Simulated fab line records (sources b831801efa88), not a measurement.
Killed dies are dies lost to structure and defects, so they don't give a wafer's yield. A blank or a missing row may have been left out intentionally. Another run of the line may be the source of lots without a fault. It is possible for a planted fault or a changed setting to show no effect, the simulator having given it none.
Chamber matching || flow gf180mcu || 3 sister chambers for GF_V5_CVD_02 on pecvd-04
The step deposits SiO2 from TEOS, target thk 1450 nm, time 163.28 s. 6 wafers are shown with their chamber, then 7 later ones without.

== WAFERS PAIRED WITH THEIR CHAMBERS ==
{"wafer": "L521.1", "chamber": 1, "heater-power-outer-w (W)": 338, "heater-power-w (W)": 688}
{"wafer": "L529.1", "chamber": 2, "heater-power-outer-w (W)": 258, "heater-power-w (W)": 514}
{"wafer": "L529.2", "chamber": 1, "heater-power-outer-w (W)": 429, "heater-power-w (W)": 792}
{"wafer": "L529.6", "chamber": 0, "heater-power-outer-w (W)": 501, "heater-power-w (W)": 770}
{"wafer": "L530.1", "chamber": 2, "heater-power-outer-w (W)": 295, "heater-power-w (W)": 564}
{"wafer": "L530.3", "chamber": 0, "heater-power-outer-w (W)": 428, "heater-power-w (W)": 658}

== WAFERS MISSING THEIR CHAMBER ==
{"wafer": "L530.5", "heater-power-outer-w (W)": 497, "heater-power-w (W)": 760}
{"wafer": "L533.2", "heater-power-outer-w (W)": 389, "heater-power-w (W)": 774}
{"wafer": "L533.5", "heater-power-outer-w (W)": 311, "heater-power-w (W)": 657}
{"wafer": "L533.6", "heater-power-outer-w (W)": 239, "heater-power-w (W)": 481}
{"wafer": "L541.1", "heater-power-outer-w (W)": 333, "heater-power-w (W)": 623}
{"wafer": "L541.3", "heater-power-outer-w (W)": 486, "heater-power-w (W)": 741}
{"wafer": "L541.4", "heater-power-outer-w (W)": 528, "heater-power-w (W)": 796}

== WHICH CHAMBER EACH ONE RAN IN ==
{"wafer": "L530.5", "from the rows above": "can't be placed: 0 or 1", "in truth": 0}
{"wafer": "L533.2", "from the rows above": "can't be placed: 1 or 0", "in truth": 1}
{"wafer": "L533.5", "from the rows above": "can't be placed: 1 or 2 or 0", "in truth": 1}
{"wafer": "L533.6", "from the rows above": 2, "in truth": 2}
{"wafer": "L541.1", "from the rows above": "can't be placed: 2 or 1 or 0", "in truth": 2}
{"wafer": "L541.3", "from the rows above": "can't be placed: 0 or 1", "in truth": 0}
{"wafer": "L541.4", "from the rows above": "can't be placed: 0 or 1", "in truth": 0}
Placed correctly: 1 of 7. Unplaceable from these rows: 6, with the true chamber sitting among the candidates in 6. Wrongly placed: 0.
How it was worked out, from the rows above alone: a wafer's distance from a chamber is the root of the sum, over the readings, of the square of ((its reading less the chamber's mean) divided by the reading's scatter). If the next closest chamber is less than 2 further off than the closest, the wafer can't be placed; otherwise it belongs to the closest. Each chamber's mean is taken over the wafers shown for it. The scatter: take each reading less its chamber's mean, square it, sum over the shown wafers, divide by the number of wafers less the number of chambers, and take the root.
